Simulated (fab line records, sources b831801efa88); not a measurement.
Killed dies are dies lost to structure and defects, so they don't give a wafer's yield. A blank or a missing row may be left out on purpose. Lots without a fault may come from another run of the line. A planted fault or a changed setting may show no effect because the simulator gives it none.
Split-lot experiment | flow sky130 | 5 lots, 23 wafers read, on a route of 708 steps

THE SPLIT
At SKY_NWELL_SOFTBAKE_06, the setting temp_c was moved away from the recipe's 110 C on 10 of the 23 wafers read, by -3.2% to +2.6%. The other wafers ran this setting at the recipe's value.

FROM THE SPLIT TO THE READING: what the file shows between them, 2 steps
- SKY_NWELL_EXPOSE_07: exposes mask NWM, target cd 840 nm
- SKY_NWELL_PEB_08

THE READING
coat_of_NWELL_COAT_05.thk_nm (the simulator's own value, which no gauge read), in nm, at SKY_NWELL_DEVELOP_09 (develop time 60 s). The file gives no usual value for it. The 13 wafers here that ran the recipe average 2993 nm, standard deviation 6.1 nm.

wafer  | tool, chamber at the split | temp_c as run, C | against the recipe | coat_of_NWELL_COAT_05.thk_nm, nm | against lot-mates on the recipe
L074.1 | litho_track-02, 0          | 109.1            | -0.8%              | 3007                             | +9
L074.2 | litho_track-02, 0          | 110              | recipe             | 3000                             | -
L074.3 | litho_track-02, 0          | 110              | recipe             | 2996                             | -
L074.5 | litho_track-02, 0          | 109.1            | -0.8%              | 2994                             | -4
L074.6 | litho_track-02, 0          | 109.1            | -0.8%              | 3000                             | +2
L079.2 | litho_track-04, 0          | 110              | recipe             | 2988                             | -
L079.4 | litho_track-04, 0          | 110              | recipe             | 2996                             | -
L079.5 | litho_track-04, 0          | 110              | recipe             | 2991                             | -
L081.1 | litho_track-03, 0          | 110              | recipe             | 2998                             | -
L081.2 | litho_track-03, 0          | 112.9            | +2.6%              | 2971                             | -21
L081.3 | litho_track-03, 0          | 110              | recipe             | 2993                             | -
L081.4 | litho_track-03, 0          | 112.9            | +2.6%              | 2956                             | -36
L081.6 | litho_track-03, 0          | 110              | recipe             | 2986                             | -
L082.1 | litho_track-03, 0          | 106.5            | -3.2%              | 3019                             | +23
L082.2 | litho_track-03, 0          | 106.5            | -3.2%              | 3026                             | +30
L082.3 | litho_track-03, 0          | 110              | recipe             | 3001                             | -
L082.6 | litho_track-03, 0          | 110              | recipe             | 3001                             | -
L082.4 | litho_track-03, 0          | 110              | recipe             | 2985                             | -
L084.1 | litho_track-03, 0          | 110              | recipe             | 2995                             | -
L084.2 | litho_track-03, 0          | 112.3            | +2.1%              | 2971                             | -18
L084.3 | litho_track-03, 0          | 112.3            | +2.1%              | 2967                             | -22
L084.4 | litho_track-03, 0          | 110              | recipe             | 2982                             | -
L084.6 | litho_track-03, 0          | 112.3            | +2.1%              | 2972                             | -16

THE FIT
A straight line over all 23 wafers: coat_of_NWELL_COAT_05.thk_nm changes by -10.2 nm for each +1% of temp_c; r = -0.93; the points scatter about the line by 6 nm.
The same after taking each lot's own level away (the mean of its wafers on the recipe; 23 wafers): -8.95 nm for each +1%; r = -0.92; scatter 5.8 nm.
On that fit, the largest move of temp_c shifts the reading by 28 nm.
The lots' own levels span 2988.5 to 2998.0 nm, that is 1.6 times the standard deviation above.
So the lot-to-lot level changes the slope: the two fits differ.
Check: with one of the wafers moved furthest among these (-3.2%) left out of the fit, the line predicts +28.7 nm for it against its lot-mates. It came out at +23.3 nm against them.

OTHER SPLITS ON THESE WAFERS
These wafers also went through other splits before the reading. Each is held against what the fit with the lots' levels taken away leaves over:
other split on the same wafers      | wafers away from the commonest value | r with coat_of_NWELL_COAT_05.thk_nm (lot level and that fit taken away)
SKY_FIELD_ISO_OXIDATION_01 temp_c   | 15                                   | +0.21
SKY_FIELD_ISO_COAT_07 resist_thk_nm | 11                                   | +0.31
SKY_FIELD_ISO_ETCH_17 time_s        | 10                                   | -0.34
SKY_PWDE_SOFTBAKE_03 temp_c         | 11                                   | -0.09

THE WHOLE CHAIN: every reading that the file lists as answering this split, in the file's order
step                 | what it does      | reading                                                                       | change (the file's fit)              | r (the file's)
SKY_NWELL_DEVELOP_09 | develop time 60 s | coat_of_NWELL_COAT_05.thk_nm (the simulator's own value, which no gauge read) | -9.09 nm for each +1% of the setting | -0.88
SKY_NWELL_STRIP_14   | strips in O2/N2   | strip_time_to_endpoint_s                                                      | withheld for each +1% of the setting | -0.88

THE FILE'S OWN FIT
coat_of_NWELL_COAT_05.thk_nm changes by -9.09 nm for each +1% of temp_c, r = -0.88.
